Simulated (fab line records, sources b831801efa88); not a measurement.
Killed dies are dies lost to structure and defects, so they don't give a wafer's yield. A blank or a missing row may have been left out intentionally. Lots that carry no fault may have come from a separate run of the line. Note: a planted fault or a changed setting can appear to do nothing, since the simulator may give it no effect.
Chamber matching -- flow gf180mcu -- GF_V2_CVD_02 on pecvd-04 has 3 sister chambers
The step deposits SiO2 from TEOS, target thk 850 nm, time 94.851 s. 3 wafers are shown with their chamber, then 8 later ones without.

EACH WAFER AND ITS CHAMBER
wafer,chamber,heater power w (W)
L083.1,1,678
L083.6,2,754
L084.2,0,675

WAFERS WITHOUT THEIR CHAMBER
wafer,heater power w (W)
L084.3,652
L084.4,545
L087.1,656
L087.2,635
L087.6,686
L090.1,687
L090.4,754
L090.6,678

WHICH CHAMBER EACH WENT THROUGH
wafer,from the rows above,in truth
L084.3,can't be placed: 0 or 1 or 2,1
L084.4,can't be placed: 0 or 1 or 2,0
L087.1,can't be placed: 0 or 1 or 2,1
L087.2,can't be placed: 0 or 1 or 2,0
L087.6,can't be placed: 1 or 0 or 2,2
L090.1,can't be placed: 1 or 0 or 2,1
L090.4,can't be placed: 2 or 1 or 0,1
L090.6,can't be placed: 1 or 0 or 2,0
Correctly placed: 0 of 8. These rows do not allow placing 8 (true chamber among the candidates in 8). Placed wrongly: 0.
How it was worked out, from the rows above alone: a wafer's distance from a chamber is the root of the sum, over the readings, of the square of ((its reading less the chamber's mean) divided by the reading's scatter). If the next closest chamber is less than 2 further off than the closest, the wafer can't be placed; otherwise it belongs to the closest. For every chamber, the mean is computed from those of its wafers that are shown. The scatter: root of mean squared gap, hidden wafer to nearest shown wafer, with one shown wafer a chamber.
